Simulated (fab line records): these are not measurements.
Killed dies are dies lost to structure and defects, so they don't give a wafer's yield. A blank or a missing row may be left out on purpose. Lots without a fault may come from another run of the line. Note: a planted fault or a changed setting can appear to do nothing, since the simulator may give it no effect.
Which tool did it? || flow sky130 || 18 wafers from 6 lots sampled at 4 of the route's 708 steps

## WHAT THE GAUGES READ, wafer by wafer
SKY_METAL3_CD_MEAS_13: the cd target is 300 nm.
{"lot": "L521", "measured": "day 39 04:14", "on": "cdSem-01", "cdNm (nm)": "302.7 302.3 301.6"}
{"lot": "L522", "measured": "day 40 02:25", "on": "cdSem-02", "cdNm (nm)": "296.8 299.0 297.8"}
{"lot": "L530", "measured": "day 41 21:25", "on": "cdSem-01", "cdNm (nm)": "299.5 299.8 299.6"}
{"lot": "L533", "measured": "day 42 13:06", "on": "cdSem-01", "cdNm (nm)": "300.5 300.0 301.6"}
{"lot": "L535", "measured": "day 43 01:32", "on": "cdSem-02", "cdNm (nm)": "297.1 297.0 296.5"}
{"lot": "L541", "measured": "day 44 15:10", "on": "cdSem-01", "cdNm (nm)": "301.4 299.3 301.2"}

## TOOL THAT RAN EACH LOT (tool first, then ch and the chambers of the sampled wafers, then the start)
{"lot": "L521", "SKY_METAL2_METAL_ETCH_19": "rieMetal-04 ch 0,1, day 35 19:32", "SKY_VIA2_SPUTTER_20": "pvdSputter-01, day 36 23:52", "SKY_METAL3_EXPOSE_10": "krfScanner-01 ch 0, day 38 16:37"}
{"lot": "L522", "SKY_METAL2_METAL_ETCH_19": "rieMetal-04 ch 0,1, day 36 18:04", "SKY_VIA2_SPUTTER_20": "pvdSputter-01, day 37 22:50", "SKY_METAL3_EXPOSE_10": "krfScanner-01 ch 0, day 39 14:43"}
{"lot": "L530", "SKY_METAL2_METAL_ETCH_19": "rieMetal-04 ch 0,1, day 38 16:32", "SKY_VIA2_SPUTTER_20": "pvdSputter-02, day 39 19:35", "SKY_METAL3_EXPOSE_10": "krfScanner-02 ch 0, day 41 09:53"}
{"lot": "L533", "SKY_METAL2_METAL_ETCH_19": "rieMetal-04 ch 0,1, day 39 09:59", "SKY_VIA2_SPUTTER_20": "pvdSputter-04, day 40 12:36", "SKY_METAL3_EXPOSE_10": "krfScanner-01 ch 0, day 42 01:48"}
{"lot": "L535", "SKY_METAL2_METAL_ETCH_19": "rieMetal-02 ch 0, day 39 22:29", "SKY_VIA2_SPUTTER_20": "pvdSputter-01, day 41 01:16", "SKY_METAL3_EXPOSE_10": "krfScanner-02 ch 0, day 42 13:47"}
{"lot": "L541", "SKY_METAL2_METAL_ETCH_19": "rieMetal-04 ch 0,1, day 41 15:50", "SKY_VIA2_SPUTTER_20": "pvdSputter-02, day 42 17:08", "SKY_METAL3_EXPOSE_10": "krfScanner-01 ch 0, day 44 04:50"}
- SKY_METAL2_METAL_ETCH_19: etches the open film in Cl2/BCl3, stops on SiO2, target depth 360 nm, time 78 s.
- SKY_VIA2_SPUTTER_20: material TiN, target thk 20 nm, time 80 s.
- SKY_METAL3_EXPOSE_10: exposes mask MM3, target cd 300 nm.

## THE ANSWER, worked out from the rows above alone
Rule: the usual values come from the lots themselves. Put in order of their means at a reading, lots are off if they are a third of the lots or fewer, leave a main group of 4 or more, and stand apart from it by a gap of 3 or more times the standard deviation of the main group's means; of several such gaps the widest counts. Not used: any main group whose means are identical at the precision the tables above print for the reading. Also off: a lot with no number at a reading for which 4 or more lots have one. Any other lot the step has rows for is counted as sound.
No lot is off on any of the readings shown, so nothing can be concluded from this.

## WHAT WAS PUT IN BY THE SIMULATOR
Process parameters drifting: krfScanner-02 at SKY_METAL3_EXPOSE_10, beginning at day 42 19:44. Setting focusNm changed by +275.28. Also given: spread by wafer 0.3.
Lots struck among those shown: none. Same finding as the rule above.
